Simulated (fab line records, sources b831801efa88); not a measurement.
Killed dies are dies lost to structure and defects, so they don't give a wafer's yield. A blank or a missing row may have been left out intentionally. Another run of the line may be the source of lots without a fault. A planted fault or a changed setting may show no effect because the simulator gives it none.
Comparing a struck lot with a sound one || flow sky130 || 14 out of 708 route steps
Sound: wafers L749.2, L749.4, L749.5. The struck wafers were L764.1, L764.3, L764.5. The cause is named last.
Each step with rows lists, per side, the tool, then ch with its chambers, then its first start. Under that, the readings that differ: sound wafers || struck wafers || difference of the means || sigmas: that difference in standard deviations of wafers without a fault.
alike: readings whose means differ by less than 2 such deviations, and words and numbers that are the same on both sides. not compared: withheld readings, readings that some wafer has no value for, bounds like >300 that may hide the same value, and numbers for which the record gives no deviation and whose values overlap.
The two part at a step that has a row with sigmas, a row that says differs or no value, or rows on one side only. Non-overlapping numbers with no deviation appear without sigmas and do not part them. A reading that every wafer of one side lacks parts them only if that side has two wafers or more.

first, 2 steps without rows for these wafers: SKY_METAL4_PEB_11; SKY_METAL4_DEVELOP_12 (develop time 60 s).
SKY_METAL4_CD_MEAS_13 targets a cd of 300 nm.
  sound on cdSem-02, day 42 14:05; struck on cdSem-02, day 46 16:43
  alike: cdNm
SKY_METAL4_OVL_MEAS_14:
  sound on overlay-02, day 42 14:12; struck on overlay-01, day 46 16:50
  alike: METAL4_OVL
SKY_METAL4_DESCUM_15: chemistry O2, time 8 s.
  sound on rieMetal-03 ch 0,1, day 42 14:14; struck on rieMetal-03 ch 0,1, day 46 16:53
  alike: drypumpMotorCurrentA, oesProductAu
  not compared: rfHoursCounterH
SKY_METAL4_ETCH_16: etches BARC in N2/H2, stops on SiO2, time 88.2 s, target depth 60 nm.
  sound on rieMetal-03 ch 0,1, day 42 14:16; struck on rieMetal-03 ch 0,1, day 46 16:55
  alike: drypumpMotorCurrentA, h2FlowSccm, oesProductAu, throttleValvePct
  not compared: rfHoursCounterH
SKY_METAL4_ETCH_17: etches SiO2 in C4F8/O2/Ar, stops on TiN, time 3.9 s, target depth 15 nm.
  sound on rieDiel-02 ch 0,2,3, day 42 14:22; struck on rieDiel-01 ch 1,2, day 46 17:01
  alike: oesProductAu
  not compared: rfHoursCounterH
SKY_METAL4_METAL_ETCH_18: etches the open film in Cl2/BCl3, stops on SiO2, target depth 845 nm, time 183.1 s.
  sound on rieMetal-02 ch 1, day 42 14:22; struck on rieMetal-02 ch 0,1, day 46 17:01
  alike: drypumpMotorCurrentA, mfcCl2Sccm, oesProductAu, throttleValvePct
  not compared: rfHoursCounterH
SKY_METAL4_STRIP_19: strips in O2/N2.
  sound on plasmaAsher-03 ch 0,1, day 42 14:33; struck on plasmaAsher-02 ch 0,1, day 46 17:12
  alike: drypumpMotorCurrentA, o2FlowSccm, oesProductAu, stripTimeToEndpointS
  not compared: rfHoursCounterH
then, 3 steps without rows for these wafers: SKY_METAL4_STRIP_20 (strips in post etch residue remover, time 1200 s); SKY_METAL4_CLEAN_21 (cleans in IPA, time 180 s); SKY_METAL4_CLEAN_22 (cleans in O3/DIW).
SKY_VIA4_HDPCVD_00: deposits SiO2, target thk 1750 nm, time 291.7 s.
  sound on hdpcvd-02 ch 1,2, day 42 15:11; struck on hdpcvd-02 ch 0,2, day 46 17:47
{"reading": "model.SiO2_of_VIA4_HDPCVD_00.thkNm (nm)", "sound": "1717 1730 1723", "struck": "600.1 576.8 577.2", "difference": -1138.6, "sigmas": ""}
SKY_VIA4_THK_MEAS_01:
  sound on filmMetro-04, day 42 15:23; struck on filmMetro-04, day 46 18:12
{"reading": "VIA4_HDPCVD_THK (nm)", "sound": "1719 1730 1724", "struck": "601 577 577", "difference": -1139, "sigmas": -63}
  not compared: hold

== WHERE THEY PART ==
Only at SKY_VIA4_THK_MEAS_01, within this record.

WHY: whatever the simulator had introduced
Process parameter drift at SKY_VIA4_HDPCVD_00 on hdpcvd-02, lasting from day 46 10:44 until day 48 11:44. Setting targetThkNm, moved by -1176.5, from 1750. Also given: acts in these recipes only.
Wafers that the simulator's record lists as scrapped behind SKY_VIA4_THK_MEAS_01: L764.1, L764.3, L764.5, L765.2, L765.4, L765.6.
